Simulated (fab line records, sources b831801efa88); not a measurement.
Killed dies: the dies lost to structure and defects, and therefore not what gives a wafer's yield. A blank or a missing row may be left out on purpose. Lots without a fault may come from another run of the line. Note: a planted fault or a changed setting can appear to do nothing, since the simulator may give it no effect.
fab line records	flow sky130
[record] lots = 13	wafers = 39	lastDay = 51
route steps=708 shown POLY_GATE@235 LDD_N@244 LDD_P@264 LDD_HVN@274 PAD_OPEN@708
lots untouched by any fault: they come from a run of this same line in which no faults occurred
startH: hours from the record's opening day to when the first of the lot's shown wafers began	waitH: hours since the lot's step before	" unchanged from the row above	L1.1+2: a single row standing in for several wafers	- no value, or no start given	* or withheld: withheld	< > ~ a bound
route shown NAME@n: a module of which the file shows steps, and the number in the route of the first	usual: mean/standard deviation of fault-free wafers	same: alike in all rows	chamber/n: place in a boat	sites: per-site readings	_std_site: how widely they spread, as a standard deviation	_edge_site: outer sites' mean less inner sites'	radiusMm: how far each site lies from the wafer's centre	mask NAME#n: copy n	behind: tool/chamber where the wafer was last shaped	hold: why the lot was held/for how many hours/how that ended	device: the transistor (n, p or np) that didn't switch	end of line: the same wafers' tests at the end of the route	for a step that has no rows: nothing shown but its recipe	killed: the dies lost at the first sort to structure and to defects; this is not the yield of the wafer	map: the dies of a wafer, with x for killed, . for not killed, _ for no die there
set.NAME: the setting the step ran with; set.NAME@STEP: the setting that earlier step ran with	model.NAME: the simulator's own value behind a step, which no gauge read
the route's steps for a sample of lots (tables are steps, rows are wafers)
services: the hour from which a tool's chamber was out of use, counted from the record's first day as startH (under 0 if before that day), plus the number of hours and why
[[steps]]
[step SKY_POLY_GATE_THK_MEAS_21]
[recipe] reads = SiO2_of_POLY_GATE_OXIDATION_20
[usual] POLY_GATE_OXIDATION_THK = 3.99/0.069
lot.wafer	tool	chamber	startH	waitH	POLY_GATE_OXIDATION_THK[nm]
L841.1	filmMetro-02	-	366.02	0.0	4.07
L841.3	"	-	"	"	4.06
L841.6	"	-	"	"	3.98
L843.1	filmMetro-02	-	388.39	0.0	4.02
L843.3	"	-	"	"	3.89
L843.5	"	-	"	"	3.96
L844.1	filmMetro-02	-	395.83	0.0	3.99
L844.2	"	-	"	"	3.95
L844.3	"	-	"	"	4.03
L845.2	filmMetro-02	-	403.87	0.0	3.98
L845.5	"	-	"	"	3.98
L845.6	"	-	"	"	3.93
L847.2	filmMetro-02	-	427.89	0.0	4.00
L847.4	"	-	"	"	3.91
L847.6	"	-	"	"	3.96
L854.1	filmMetro-02	-	486.55	0.0	3.92
L854.2	"	-	"	"	3.84
L854.6	"	-	"	"	3.96
L855.2	filmMetro-04	-	499.56	0.0	4.08
L855.3	"	-	"	"	4.04
L855.5	"	-	"	"	4.11
L857.1	filmMetro-03	-	510.55	0.0	3.97
L857.2	"	-	"	"	4.04
L857.6	"	-	"	"	3.90
L858.1	filmMetro-04	-	521.41	0.0	3.93
L858.4	"	-	"	"	3.96
L858.5	"	-	"	"	3.94
L859.3	filmMetro-04	-	528.12	0.0	3.96
L859.4	"	-	"	"	4.06
L859.6	"	-	"	"	4.07
L862.1	filmMetro-02	-	575.15	0.0	3.98
L862.4	"	-	"	"	4.04
L862.5	"	-	"	"	4.02
L863.1	filmMetro-04	-	576.15	0.0	4.03
L863.3	"	-	"	"	4.10
L863.6	"	-	"	"	3.94
L864.4	filmMetro-03	-	585.93	0.0	4.16
L864.5	"	-	"	"	4.13
L864.6	"	-	"	"	4.17
[step SKY_LDD_N_OVL_MEAS_07]
[usual] LDD_N_OVL = 0.5/1.5
lot.wafer	tool	chamber	startH	waitH	LDD_N_OVL[nm]
L841.1	overlay-02	-	394.87	0.1	0.3
L841.3	"	-	"	"	1.9
L841.6	"	-	"	"	0.1
L843.1	overlay-02	-	418.56	0.1	1.7
L843.3	"	-	"	"	3.4
L843.5	"	-	"	"	2.3
L844.1	overlay-01	-	425.97	0.1	0.9
L844.2	"	-	"	"	1.1
L844.3	"	-	"	"	1.5
L845.2	overlay-01	-	434.08	0.1	1.3
L845.5	"	-	"	"	2.1
L845.6	"	-	"	"	3.8
L847.2	overlay-01	-	459.32	0.1	1.9
L847.4	"	-	"	"	2.3
L847.6	"	-	"	"	1.9
L854.1	overlay-01	-	517.86	0.1	1.1
L854.2	"	-	"	"	-0.1
L854.6	"	-	"	"	0.1
L855.2	overlay-01	-	530.32	0.1	0.3
L855.3	"	-	"	"	0.2
L855.5	"	-	"	"	0.3
L857.1	overlay-02	-	541.06	0.1	0.3
L857.2	"	-	"	"	1.1
L857.6	"	-	"	"	-0.4
L858.1	overlay-02	-	552.76	0.1	0.0
L858.4	"	-	"	"	-0.2
L858.5	"	-	"	"	0.9
L859.3	overlay-01	-	558.98	0.1	-1.2
L859.4	"	-	"	"	-1.4
L859.6	"	-	"	"	-3.2
L862.1	overlay-01	-	605.31	0.1	0.7
L862.4	"	-	"	"	1.7
L862.5	"	-	"	"	1.8
L863.1	overlay-01	-	606.26	0.1	-0.6
L863.3	"	-	"	"	1.8
L863.6	"	-	"	"	0.1
L864.4	overlay-01	-	615.43	0.1	-1.8
L864.5	"	-	"	"	-0.7
L864.6	"	-	"	"	-0.9
[step SKY_LDD_P_IMPLANT_09]
[recipe] species = BF2	energyKev = 25	doseCm2 = 1e+13	tiltDeg = withheld
[usual] beamEnergyKeV = 25.002/0.0072
[same] implantIonAmu = 49
lot.wafer	tool	chamber	startH	waitH	beamEnergyKeV
L841.1	implanter-03	0	426.57	0.0	25.009
L841.3	"	0	"	"	25.009
L841.6	"	0	"	"	25.007
L843.1	implanter-03	0	451.27	0.0	25.003
L843.3	"	0	"	"	25.010
L843.5	"	0	"	"	25.001
L844.1	implanter-03	0	459.17	0.0	24.999
L844.2	"	0	"	"	25.003
L844.3	"	0	"	"	24.994
L845.2	implanter-03	0	466.00	0.0	25.004
L845.5	"	0	"	"	24.990
L845.6	"	0	"	"	24.989
L847.2	implanter-01	0	491.99	0.0	24.995
L847.4	"	0	"	"	24.993
L847.6	"	0	"	"	24.992
L854.1	implanter-03	0	550.77	0.0	25.008
L854.2	"	0	"	"	25.009
L854.6	"	0	"	"	25.012
L855.2	implanter-01	0	561.90	0.0	24.999
L855.3	"	0	"	"	24.991
L855.5	"	0	"	"	25.003
L857.1	implanter-04	0	577.43	0.0	25.009
L857.2	"	0	"	"	25.007
L857.6	"	0	"	"	25.004
L858.1	implanter-04	0	584.57	0.0	25.008
L858.4	"	0	"	"	25.002
L858.5	"	0	"	"	24.995
L859.3	implanter-04	0	590.57	0.1	24.997
L859.4	"	0	"	"	24.980
L859.6	"	0	"	"	24.996
L862.1	implanter-01	0	635.37	0.0	25.002
L862.4	"	0	"	"	25.003
L862.5	"	0	"	"	25.016
L863.1	implanter-04	0	637.17	0.0	25.003
L863.3	"	0	"	"	25.001
L863.6	"	0	"	"	25.002
L864.4	implanter-03	0	645.85	0.1	25.003
L864.5	"	0	"	"	24.995
L864.6	"	0	"	"	25.008
[step SKY_LDD_P_TW_MEAS_11]
[usual] LDD_P_TW = 637.8/3
lot.wafer	tool	chamber	startH	waitH	LDD_P_TW
L841.1	filmMetro-04	-	426.82	0.1	637.9
L841.3	"	-	"	"	640.8
L841.6	"	-	"	"	639.8
L843.1	filmMetro-01	-	451.52	0.1	633.3
L843.3	"	-	"	"	636.6
L843.5	"	-	"	"	636.3
L844.1	filmMetro-04	-	459.42	0.1	577.6
L844.2	"	-	"	"	576.0
L844.3	"	-	"	"	575.9
L845.2	filmMetro-03	-	466.23	0.1	580.9
L845.5	"	-	"	"	581.5
L845.6	"	-	"	"	582.8
L847.2	filmMetro-04	-	492.22	0.1	638.1
L847.4	"	-	"	"	640.7
L847.6	"	-	"	"	637.8
L854.1	filmMetro-04	-	551.02	0.1	634.2
L854.2	"	-	"	"	632.4
L854.6	"	-	"	"	635.6
L855.2	filmMetro-03	-	562.13	0.1	639.4
L855.3	"	-	"	"	638.2
L855.5	"	-	"	"	640.6
L857.1	filmMetro-01	-	577.68	0.1	636.3
L857.2	"	-	"	"	636.3
L857.6	"	-	"	"	634.6
L858.1	filmMetro-04	-	584.82	0.1	638.3
L858.4	"	-	"	"	640.3
L858.5	"	-	"	"	638.3
L859.3	filmMetro-01	-	590.79	0.1	636.3
L859.4	"	-	"	"	638.9
L859.6	"	-	"	"	640.0
L862.1	filmMetro-01	-	635.62	0.1	636.9
L862.4	"	-	"	"	640.6
L862.5	"	-	"	"	638.9
L863.1	filmMetro-04	-	637.42	0.1	634.7
L863.3	"	-	"	"	638.4
L863.6	"	-	"	"	640.0
L864.4	filmMetro-01	-	646.05	0.1	643.7
L864.5	"	-	"	"	639.7
L864.6	"	-	"	"	637.5
[step SKY_LDD_HVN_OVL_MEAS_07]
[usual] LDD_HVN_OVL = 0.3/1.6
lot.wafer	tool	chamber	startH	waitH	LDD_HVN_OVL[nm]
L841.1	overlay-02	-	458.27	0.1	-1.2
L841.3	"	-	"	"	0.4
L841.6	"	-	"	"	0.6
L843.1	overlay-02	-	482.16	0.1	0.9
L843.3	"	-	"	"	-0.2
L843.5	"	-	"	"	-0.3
L844.1	overlay-01	-	491.36	0.1	-3.1
L844.2	"	-	"	"	-3.0
L844.3	"	-	"	"	-0.3
L845.2	overlay-02	-	496.87	0.1	4.8
L845.5	"	-	"	"	1.9
L845.6	"	-	"	"	1.1
L847.2	overlay-01	-	523.32	0.1	0.2
L847.4	"	-	"	"	3.3
L847.6	"	-	"	"	-0.4
L854.1	overlay-02	-	581.51	0.1	2.7
L854.2	"	-	"	"	1.5
L854.6	"	-	"	"	2.5
L855.2	overlay-01	-	592.62	0.1	-2.4
L855.3	"	-	"	"	1.4
L855.5	"	-	"	"	-0.8
L857.1	overlay-02	-	607.37	0.1	0.0
L857.2	"	-	"	"	0.5
L857.6	"	-	"	"	1.2
L858.1	overlay-02	-	614.81	0.1	-1.3
L858.4	"	-	"	"	-1.8
L858.5	"	-	"	"	-0.6
L859.3	overlay-02	-	620.23	0.1	-0.2
L859.4	"	-	"	"	0.9
L859.6	"	-	"	"	0.6
L862.1	overlay-02	-	664.66	0.1	-1.0
L862.4	"	-	"	"	-0.1
L862.5	"	-	"	"	0.0
L863.1	overlay-02	-	665.76	0.1	-0.4
L863.3	"	-	"	"	1.1
L863.6	"	-	"	"	0.0
L864.4	overlay-01	-	674.94	0.1	0.3
L864.5	"	-	"	"	1.2
L864.6	"	-	"	"	-0.3
[step SKY_PAD_OPEN_PROBE_99]
[usual] killed_at_M0_to_M3 = 43/6	killed_at_M4_up = 3.2/1.9	killedAtContacts = 25/5.4	killedAtFrontEnd = 15/4.5	killedAtOther = 0.3/0.59	killedDies = 87/8.7	killedOpen = 47/6.7	killedShort = 39/5.7
[same] grossDies = 492	killedAtBackSide = 0
lot.wafer	tool	chamber	startH	waitH	killed_at_M0_to_M3	killed_at_M4_up	killedAtContacts	killedAtFrontEnd	killedAtOther	killedDies	killedOpen	killedShort
L854.1	prober-02	-	1161.49	0.1	49	2	25	14	0	90	44	45
L854.2	prober-02	-	1161.54	0.1	35	2	23	22	1	83	46	37
L854.6	prober-02	-	1161.74	0.2	40	5	23	10	3	81	47	34
L857.1	prober-01	-	1177.53	0.1	40	5	24	11	0	80	46	32
L857.2	prober-01	-	1177.58	0.1	38	2	22	20	0	82	45	37
L857.6	prober-01	-	1177.78	0.2	47	2	37	12	0	98	50	48
L858.1	prober-02	-	1179.03	0.1	39	2	28	7	0	76	41	35
L859.3	prober-01	-	1188.29	0.2	34	1	28	16	0	79	43	36
L859.4	prober-01	-	1188.34	0.2	39	6	23	27	0	95	44	51
L859.6	prober-01	-	1188.44	0.2	48	2	17	26	2	95	57	38
// killed by level:class
L854.1 CONTACT:geometricParticle:open=12 VIA1:geometricParticle:open=10 METAL2:geometricParticle:short=7 VIA2:geometricParticle:short=7 VIA3:geometricParticle:open=6 VIA1:geometricParticle:short=4 FIELD_ISO:geometricParticle:short=4 POLY_GATE:geometricParticle:open=4
L854.2 CONTACT:geometricParticle:open=14 FIELD_ISO:geometricParticle:open=7 VIA3:geometricParticle:open=7 FIELD_ISO:geometricParticle:short=6 VIA2:geometricParticle:open=5 VIA2:geometricParticle:short=5 POLY_GATE:geometricParticle:short=4 VIA1:geometricParticle:short=4
L854.6 CONTACT:geometricParticle:open=12 METAL2:geometricParticle:short=11 VIA1:geometricParticle:open=7 LI_CONTACT:geometricParticle:open=6 VIA3:geometricParticle:open=5 METAL1:geometricParticle:open=4 VIA1:geometricParticle:short=3 VIA2:geometricParticle:open=3
L857.1 CONTACT:geometricParticle:open=7 VIA3:geometricParticle:open=7 VIA1:geometricParticle:open=7 LI_CONTACT:geometricParticle:open=6 CONTACT:geometricParticle:short=5 VIA2:geometricParticle:open=5 LOCAL_INTERCONNECT:geometricParticle:short=4 METAL1:geometricParticle:short=4
L857.2 CONTACT:geometricParticle:open=10 FIELD_ISO:geometricParticle:open=8 METAL1:geometricParticle:short=8 VIA1:geometricParticle:open=7 CONTACT:geometricParticle:short=6 VIA2:geometricParticle:open=5 METAL2:geometricParticle:short=5 POLY_GATE:geometricParticle:open=4
L857.6 CONTACT:geometricParticle:open=12 VIA1:geometricParticle:open=9 LI_CONTACT:geometricParticle:short=7 LI_CONTACT:geometricParticle:open=6 METAL1:geometricParticle:short=6 VIA2:geometricParticle:open=6 VIA3:geometricParticle:open=6 CONTACT:geometricParticle:short=5
L858.1 LI_CONTACT:geometricParticle:open=12 CONTACT:geometricParticle:short=6 CONTACT:geometricParticle:open=5 METAL2:geometricParticle:short=5 VIA2:geometricParticle:open=5 VIA3:geometricParticle:open=5 METAL1:geometricParticle:open=4 METAL1:geometricParticle:short=4
L859.3 CONTACT:geometricParticle:open=13 VIA1:geometricParticle:open=9 LI_CONTACT:geometricParticle:open=6 POLY_GATE:geometricParticle:open=5 VIA1:geometricParticle:short=5 METAL1:geometricParticle:short=5 VIA3:geometricParticle:open=5 POLY_GATE:geometricParticle:short=4
L859.4 FIELD_ISO:geometricParticle:open=9 POLY_GATE:geometricParticle:short=8 VIA1:geometricParticle:open=8 VIA1:geometricParticle:short=7 CONTACT:geometricParticle:open=7 METAL2:geometricParticle:short=7 FIELD_ISO:geometricParticle:short=6 METAL4:geometricParticle:short=6
L859.6 VIA1:geometricParticle:open=12 FIELD_ISO:geometricParticle:open=8 POLY_GATE:geometricParticle:open=8 CONTACT:geometricParticle:open=7 METAL1:geometricParticle:short=7 VIA1:geometricParticle:short=6 FIELD_ISO:geometricParticle:short=5 VIA3:geometricParticle:open=5
[[services]]
tool	chamber	startH	hours	kind
implanter-03	-	408.07	6.2	repair
implanter-04	-	544.73	4.2	pm
implanter-04	-	550.03	2.0	repair
implanter-03	-	601.98	3.1	repair
implanter-03	-	634.03	2.5	pm
[[key]]
[firstSign] step = SKY_LDD_P_TW_MEAS_11	reading = LDD_P_TW	direction = down	sigmas = 20	usual = 637.8	struck = 579.1
effect none on later readings
metAt SKY_LDD_P_IMPLANT_09
struckLots L844,L845
testerLeftOut L844,L845
notActingAt SKY_POLY_GATE_THK_MEAS_21,SKY_LDD_N_OVL_MEAS_07,SKY_LDD_HVN_OVL_MEAS_07
onsetBetween 451.27 459.17
[fault] kind = processParameterDrift	tool = implanter-03	chamber = -	onsetH = 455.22	steps = SKY_LDD_P_IMPLANT_09	channel = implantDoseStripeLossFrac	offset = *	shape = step	endH = 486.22
// testerLeftOut: of these lots the tester's yield and bins aren't shown, on N5 and GAA mostly nor the transistor test; their killed dies are dies lost to structure and defects alone, not to doping, threshold or leakage, so they don't give the yield
